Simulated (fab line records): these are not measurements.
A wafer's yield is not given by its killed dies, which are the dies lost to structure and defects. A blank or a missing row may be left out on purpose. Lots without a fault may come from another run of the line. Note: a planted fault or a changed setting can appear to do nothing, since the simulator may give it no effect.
The tool behind it: which one? / flow sky130 / 13 lots, 39 wafers sampled, at 3 steps of a route of 708

## WHAT EACH GAUGE READ, for each wafer
SKY_CONTACT_BOW_MEAS_05. Usual: CONTACT_BOW 80 um, standard deviation 6.8.
lot=L892; measured=day 30 12:28; on=film_metro-04; CONTACT_BOW (um)=91 68 82; flag=
lot=L893; measured=day 30 20:19; on=film_metro-02; CONTACT_BOW (um)=76 73 83; flag=
lot=L895; measured=day 31 17:24; on=film_metro-04; CONTACT_BOW (um)=66 79 77; flag=
lot=L897; measured=day 31 18:10; on=film_metro-03; CONTACT_BOW (um)=74 89 74; flag=
lot=L899; measured=day 32 13:22; on=film_metro-04; CONTACT_BOW (um)=83 77 68; flag=
lot=L900; measured=day 33 00:59; on=film_metro-04; CONTACT_BOW (um)=87 80 84; flag=
lot=L901; measured=day 33 07:20; on=film_metro-02; CONTACT_BOW (um)=79 73 82; flag=
lot=L903; measured=day 34 02:54; on=film_metro-02; CONTACT_BOW (um)=88 79 88; flag=
lot=L908; measured=day 35 08:49; on=film_metro-03; CONTACT_BOW (um)=77 77 82; flag=
lot=L909; measured=day 36 01:38; on=film_metro-04; CONTACT_BOW (um)=75 88 72; flag=
lot=L911; measured=day 36 15:01; on=film_metro-04; CONTACT_BOW (um)=89 87 84; flag=
lot=L914; measured=day 37 08:19; on=film_metro-04; CONTACT_BOW (um)=71 74 84; flag=
lot=L915; measured=day 37 12:02; on=film_metro-02; CONTACT_BOW (um)=89 94 79; flag=

## WHICH TOOL RAN EACH LOT (tool, then ch and the chambers of the sampled wafers, then the start)
lot=L892; SKY_VT_ADJUST_LVTN_STRIP_09=plasma_asher-03 ch 0,1, day 6 21:25; SKY_POLY_GATE_SOFTBAKE_09=litho_track-01 ch 0, day 15 22:00
lot=L893; SKY_VT_ADJUST_LVTN_STRIP_09=plasma_asher-01 ch 0,1, day 7 04:28; SKY_POLY_GATE_SOFTBAKE_09=litho_track-04 ch 0, day 16 04:00
lot=L895; SKY_VT_ADJUST_LVTN_STRIP_09=plasma_asher-03 ch 0, day 7 16:28; SKY_POLY_GATE_SOFTBAKE_09=litho_track-02 ch 0, day 17 02:00
lot=L897; SKY_VT_ADJUST_LVTN_STRIP_09=plasma_asher-03 ch 1, day 8 03:40; SKY_POLY_GATE_SOFTBAKE_09=litho_track-01 ch 0, day 17 05:00
lot=L899; SKY_VT_ADJUST_LVTN_STRIP_09=plasma_asher-04 ch 0,1, day 8 17:23; SKY_POLY_GATE_SOFTBAKE_09=litho_track-04 ch 0, day 18 00:00
lot=L900; SKY_VT_ADJUST_LVTN_STRIP_09=plasma_asher-03 ch 0,1, day 8 22:04; SKY_POLY_GATE_SOFTBAKE_09=litho_track-01 ch 0, day 18 12:00
lot=L901; SKY_VT_ADJUST_LVTN_STRIP_09=plasma_asher-03 ch 0,1, day 9 04:04; SKY_POLY_GATE_SOFTBAKE_09=litho_track-01 ch 0, day 18 19:00
lot=L903; SKY_VT_ADJUST_LVTN_STRIP_09=plasma_asher-04 ch 0,1, day 9 19:10; SKY_POLY_GATE_SOFTBAKE_09=litho_track-04 ch 0, day 19 16:00
lot=L908; SKY_VT_ADJUST_LVTN_STRIP_09=plasma_asher-03 ch 0,1, day 11 03:46; SKY_POLY_GATE_SOFTBAKE_09=litho_track-02 ch 0, day 21 11:00
lot=L909; SKY_VT_ADJUST_LVTN_STRIP_09=plasma_asher-03 ch 0,1, day 11 13:04; SKY_POLY_GATE_SOFTBAKE_09=litho_track-01 ch 0, day 22 00:00
lot=L911; SKY_VT_ADJUST_LVTN_STRIP_09=plasma_asher-04 ch 0,1, day 12 06:52; SKY_POLY_GATE_SOFTBAKE_09=litho_track-02 ch 0, day 22 18:00
lot=L914; SKY_VT_ADJUST_LVTN_STRIP_09=plasma_asher-01 ch 0,1, day 12 21:07; SKY_POLY_GATE_SOFTBAKE_09=litho_track-02 ch 0, day 23 14:00
lot=L915; SKY_VT_ADJUST_LVTN_STRIP_09=plasma_asher-01 ch 1, day 13 01:22; SKY_POLY_GATE_SOFTBAKE_09=litho_track-02 ch 0, day 23 19:00
- SKY_VT_ADJUST_LVTN_STRIP_09: strips in O2/N2.
- SKY_POLY_GATE_SOFTBAKE_09: time 90 s.

## WHAT THE TOOLS THEMSELVES READ (means of the sampled wafers that have a number; where no wafer has one, the mark that the record gives instead)
SKY_VT_ADJUST_LVTN_STRIP_09. Usual: drypump_motor_current_A 5.9 A, standard deviation 0.49; oes_product_au 0.722 a.u., standard deviation 0.0048; strip_time_to_endpoint_s 36.91 s, standard deviation 0.1.
lot=L892; tool=plasma_asher-03; drypump_motor_current_A (A)=5.9; oes_product_au (a.u.)=0.718; strip_time_to_endpoint_s (s)=36.90; flag=
lot=L893; tool=plasma_asher-01; drypump_motor_current_A (A)=5.5; oes_product_au (a.u.)=0.722; strip_time_to_endpoint_s (s)=36.88; flag=
lot=L895; tool=plasma_asher-03; drypump_motor_current_A (A)=6.7; oes_product_au (a.u.)=0.723; strip_time_to_endpoint_s (s)=36.82; flag=
lot=L897; tool=plasma_asher-03; drypump_motor_current_A (A)=5.6; oes_product_au (a.u.)=0.723; strip_time_to_endpoint_s (s)=36.98; flag=
lot=L899; tool=plasma_asher-04; drypump_motor_current_A (A)=6.1; oes_product_au (a.u.)=0.727; strip_time_to_endpoint_s (s)=36.81; flag=
lot=L900; tool=plasma_asher-03; drypump_motor_current_A (A)=6.3; oes_product_au (a.u.)=0.717; strip_time_to_endpoint_s (s)=36.91; flag=
lot=L901; tool=plasma_asher-03; drypump_motor_current_A (A)=5.9; oes_product_au (a.u.)=0.721; strip_time_to_endpoint_s (s)=37.08; flag=
lot=L903; tool=plasma_asher-04; drypump_motor_current_A (A)=6.1; oes_product_au (a.u.)=0.719; strip_time_to_endpoint_s (s)=36.77; flag=
lot=L908; tool=plasma_asher-03; drypump_motor_current_A (A)=6.3; oes_product_au (a.u.)=0.720; strip_time_to_endpoint_s (s)=36.83; flag=
lot=L909; tool=plasma_asher-03; drypump_motor_current_A (A)=5.9; oes_product_au (a.u.)=0.724; strip_time_to_endpoint_s (s)=37.02; flag=
lot=L911; tool=plasma_asher-04; drypump_motor_current_A (A)=6.1; oes_product_au (a.u.)=0.722; strip_time_to_endpoint_s (s)=37.01; flag=
lot=L914; tool=plasma_asher-01; drypump_motor_current_A (A)=5.5; oes_product_au (a.u.)=0.719; strip_time_to_endpoint_s (s)=36.66; flag=
lot=L915; tool=plasma_asher-01; drypump_motor_current_A (A)=5.6; oes_product_au (a.u.)=0.723; strip_time_to_endpoint_s (s)=36.92; flag=

SKY_POLY_GATE_SOFTBAKE_09. Usual: heater_power_total_W 57.36 W, standard deviation 0.11; plate_temp_C 100.01 C, standard deviation 0.11.
lot=L892; tool=litho_track-01; heater_power_total_W (W)=57.31; plate_temp_C (C)=99.96; flag=
lot=L893; tool=litho_track-04; heater_power_total_W (W)=57.31; plate_temp_C (C)=100.15; flag=
lot=L895; tool=litho_track-02; heater_power_total_W (W)=57.39; plate_temp_C (C)=100.06; flag=
lot=L897; tool=litho_track-01; heater_power_total_W (W)=57.25; plate_temp_C (C)=99.98; flag=
lot=L899; tool=litho_track-04; heater_power_total_W (W)=57.49; plate_temp_C (C)=100.06; flag=
lot=L900; tool=litho_track-01; heater_power_total_W (W)=51.97; plate_temp_C (C)=93.40; flag=OFF
lot=L901; tool=litho_track-01; heater_power_total_W (W)=51.99; plate_temp_C (C)=93.14; flag=OFF
lot=L903; tool=litho_track-04; heater_power_total_W (W)=57.41; plate_temp_C (C)=100.12; flag=
lot=L908; tool=litho_track-02; heater_power_total_W (W)=57.39; plate_temp_C (C)=99.92; flag=
lot=L909; tool=litho_track-01; heater_power_total_W (W)=57.42; plate_temp_C (C)=100.14; flag=
lot=L911; tool=litho_track-02; heater_power_total_W (W)=57.37; plate_temp_C (C)=100.04; flag=
lot=L914; tool=litho_track-02; heater_power_total_W (W)=57.39; plate_temp_C (C)=100.07; flag=
lot=L915; tool=litho_track-02; heater_power_total_W (W)=57.30; plate_temp_C (C)=100.10; flag=

## THE ANSWER, worked out from the rows above alone
Rule: lot off if the mean of its wafers having a number is beyond 3 standard deviations from the usual mean. A lot without any number at a reading at which 4 lots or more have one is off too. Any other lot the step has rows for is counted as sound. The gauges are gone through in route order, then the tools' own readings, and for those a lot's mean is taken as printed above. At the first step where some lot is off, the reading lying furthest off is the one used; lots without a number count as furthest.
Off at SKY_POLY_GATE_SOFTBAKE_09 (plate_temp_C): L900, L901.
If a tool, at that step or one of the process steps before it, ran each lot that is off and ran no sound lot following the first of them, it fits. None of those tried fits.

## WHAT HAD BEEN PUT IN BY THE SIMULATOR
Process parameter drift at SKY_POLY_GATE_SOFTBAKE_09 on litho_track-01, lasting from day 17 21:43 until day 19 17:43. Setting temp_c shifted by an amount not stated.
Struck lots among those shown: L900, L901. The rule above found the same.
